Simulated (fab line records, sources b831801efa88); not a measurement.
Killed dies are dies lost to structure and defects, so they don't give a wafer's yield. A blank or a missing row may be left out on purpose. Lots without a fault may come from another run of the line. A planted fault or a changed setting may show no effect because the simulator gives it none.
A struck lot beside a sound one | flow sky130 | 15 steps out of a route of 708
Sound: wafers L372.1, L372.2, L372.6. Struck: wafers L381.2, L381.5, L381.6. The cause comes at the end.
At each step with rows: each side's tool, then ch and its chambers, then its first start. Under that, the readings that differ: sound wafers | struck wafers | difference of the means | sigmas: that difference in standard deviations of wafers without a fault.
alike: readings whose means differ by less than 2 such deviations, and words and numbers that are the same on both sides. not compared: withheld readings, readings that some wafer has no value for, bounds like >300 that may hide the same value, and numbers for which the record gives no deviation and whose values overlap.
The two part at a step that has a row with sigmas, a row that says differs or no value, or rows on one side only. Numbers that don't overlap but have no deviation are shown without sigmas and don't part them. A reading that every wafer of one side lacks parts them only if that side has two wafers or more.

SKY_VIA1_OVL_MEAS_13:
  sound on overlay-02, day 36 06:22; struck on overlay-02, day 38 18:49
  alike: VIA1_OVL
SKY_VIA1_ETCH_14: etches BARC in N2/H2, stops on SiO2, time 45.9 s, target depth 60 nm.
  sound on rie_diel-01 ch 0,1,3, day 36 06:23; struck on rie_diel-03 ch 2,3, day 38 18:50
  alike: drypump_motor_current_A, oes_product_au, throttle_valve_pct
  not compared: rf_hours_counter_h
then, 1 step without rows for these wafers: SKY_VIA1_ETCH_15 (etches SiO2 in C4F8/O2/Ar, stops on TiN, target depth 351 nm, time 54 s).
SKY_VIA1_STRIP_16: strips in O2/N2.
  sound on plasma_asher-02 ch 0,1, day 36 06:29; struck on plasma_asher-01 ch 0,1, day 38 18:56
  alike: drypump_motor_current_A, oes_product_au, strip_time_to_endpoint_s
  not compared: rf_hours_counter_h
then, 3 steps without rows for these wafers: SKY_VIA1_STRIP_17 (strips in post etch residue remover, time 1200 s); SKY_VIA1_CLEAN_18 (cleans in IPA, time 180 s); SKY_VIA1_CLEAN_19 (cleans in O3/DIW).
SKY_VIA1_SPUTTER_20: material TiN, target thk 20 nm, time 80 s.
  sound on pvd_sputter-03, day 36 07:08; struck on pvd_sputter-03, day 38 19:34
  alike: cathode_dc_power_W, throttle_valve_pct
then, 1 step without rows for these wafers: SKY_VIA1_CVD_21 (deposits W, target thk 270 nm, time 80.902 s).
SKY_VIA1_RS_MEAS_22: measures by four-point-probe.
  sound on film_metro-01, day 36 07:17; struck on film_metro-04, day 38 20:46
  alike: VIA1_W_RS
SKY_VIA1_THK_MEAS_23: measures by xrf.
  sound on film_metro-01, day 36 07:24; struck on film_metro-04, day 38 20:52
  alike: VIA1_W_THK
SKY_VIA1_CMP_24: polishes, stops on SiO2, t overpolish 15 s, target thk 0 nm.
  sound on cmp-02 ch 1,3, day 36 07:28; struck on cmp-01 ch 0,1,2, day 38 21:06
  alike: motor_current_A, overpolish_run_s, time_to_endpoint_s
SKY_METAL2_SPUTTER_00: material Ti, target thk 15 nm, time 10 s.
  sound on pvd_sputter-02, day 36 07:46; struck on pvd_sputter-02, day 38 21:18
  reading                                   | sound             | struck            | difference | sigmas
  model.Ti_of_METAL2_SPUTTER_00.thk_nm (nm) | 15.21 15.05 15.05 | 14.21 13.81 14.15 | -1.05      |
  alike: cathode_dc_power_W, throttle_valve_pct
SKY_METAL2_SPUTTER_01: material TiN, target thk 20 nm, time 16.7 s.
  sound on pvd_sputter-02, day 36 07:47; struck on pvd_sputter-02, day 38 21:19
  alike: cathode_dc_power_W, throttle_valve_pct
-- the record jumps here: 10 days lie between the struck wafers' starts before and after (it left off in module METAL2 and takes up again in module PAD_OPEN, whose first step shown is number 708 of the route) --
SKY_PAD_OPEN_PROBE_99:
  the record has rows for the struck wafers here (prober-02, day 49 08:14) and none for the sound ones

WHERE THEY PART
Only at SKY_PAD_OPEN_PROBE_99, within this record.

WHY: what the simulator had put in
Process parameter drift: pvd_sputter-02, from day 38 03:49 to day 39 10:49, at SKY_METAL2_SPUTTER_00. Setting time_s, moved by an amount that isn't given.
